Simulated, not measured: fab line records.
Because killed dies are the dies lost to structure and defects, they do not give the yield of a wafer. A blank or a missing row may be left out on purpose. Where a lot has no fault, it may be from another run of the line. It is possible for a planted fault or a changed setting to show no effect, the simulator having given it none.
One fault seen from 2 desks || flow sky130 || what lay behind the numbers comes last; until then each desk has only its own

== THE METROLOGY DESK ==
What the gauges read for every lot (on any tool): the sampled wafers with a number, averaged. If a lot's mean is further than 4 standard deviations from the usual mean, the lot is out of limits and carries the mark OUT (the distance appears in the brackets).
Columns: A = VT_ADJUST_NCORE_TW at SKY_VT_ADJUST_NCORE_TW_MEAS_11, usual 217; B = VT_ADJUST_PCH_OVL at SKY_VT_ADJUST_PCH_OVL_MEAS_07, usual 0.6 nm; C = SONOS_TUNNEL_TW at SKY_SONOS_TUNNEL_TW_MEAS_12, usual 198
{"lot": "L875", "first seen here": "day 8 17:38", "A": 216, "B": -1.4, "C": 193}
{"lot": "L876", "first seen here": "day 8 23:57", "A": 214, "B": 1.3, "C": 202}
{"lot": "L878", "first seen here": "day 9 17:36", "A": 224, "B": -1.1, "C": 201}
{"lot": "L879", "first seen here": "day 10 01:12", "A": 221, "B": 0.1, "C": 200}
{"lot": "L880", "first seen here": "day 10 01:12", "A": 218, "B": 1.1, "C": 201}
{"lot": "L882", "first seen here": "day 10 15:38", "A": 215, "B": 0.4, "C": 200}
{"lot": "L890", "first seen here": "day 13 03:12", "A": 215, "B": "-", "C": "216 (+5.6) OUT"}
{"lot": "L891", "first seen here": "day 13 09:45", "A": 215, "B": "-", "C": 208}
{"lot": "L892", "first seen here": "day 13 13:28", "A": 224, "B": 1.1, "C": 201}
{"lot": "L894", "first seen here": "day 14 12:27", "A": 222, "B": -0.1, "C": 201}
{"lot": "L895", "first seen here": "day 14 13:55", "A": 214, "B": -0.1, "C": 201}
{"lot": "L896", "first seen here": "day 14 23:18", "A": 214, "B": 1.6, "C": 201}
{"lot": "L897", "first seen here": "day 15 01:29", "A": 214, "B": 0.4, "C": 201}
{"lot": "L898", "first seen here": "day 15 07:37", "A": 216, "B": -0.0, "C": 200}
This desk reports L890 out of limits; the earliest was L890 at day 16 10:20 (SONOS_TUNNEL_TW at SKY_SONOS_TUNNEL_TW_MEAS_12). L875, L876, L878, L879, L880, L882, L891, L892, L894, L895, L896, L897, L898 stayed within limits.

== TOOL OWNER'S DESK, lithoTrack-03 ==
The tool's own readings at SKY_VT_ADJUST_PCH_COAT_02 (resist thk 3000 nm): means of the sampled wafers that have a number, for each lot that ran on this tool. If a lot's mean is further than 4 standard deviations from the usual mean, the lot is out of limits and carries the mark OUT (the distance appears in the brackets).
Columns: A = chillPlateTempC at SKY_VT_ADJUST_PCH_COAT_02, usual 22.98 C; B = dispensePressureKPa at SKY_VT_ADJUST_PCH_COAT_02, usual 49.3 kPa
{"lot": "L876", "first seen here": "day 10 07:26", "A": 23.05, "B": 49.9}
{"lot": "L879", "first seen here": "day 11 11:20", "A": 23.05, "B": 49.9}
{"lot": "L882", "first seen here": "day 12 02:51", "A": 22.86, "B": 50.0}
{"lot": "L894", "first seen here": "day 16 04:30", "A": 22.98, "B": 49.9}
This desk's verdict: no lot among the 4 shows anything out of limits.

== BROUGHT TOGETHER ==
At day 16 10:20 the metrology desk could have sounded an alarm, on L890.
Nothing out of limits was seen by the tool owner's desk.
The tool owner's desk has no number on record for L890.
On lithoTrack-03, each named lot ran SKY_VT_ADJUST_PCH_COAT_02.

== WHAT THE SIMULATOR HAD INSERTED ==
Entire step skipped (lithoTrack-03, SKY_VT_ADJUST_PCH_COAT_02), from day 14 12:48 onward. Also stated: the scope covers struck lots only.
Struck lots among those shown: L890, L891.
Delay in hours, fault start to first out-of-limits reading, per desk: metrology desk 46.
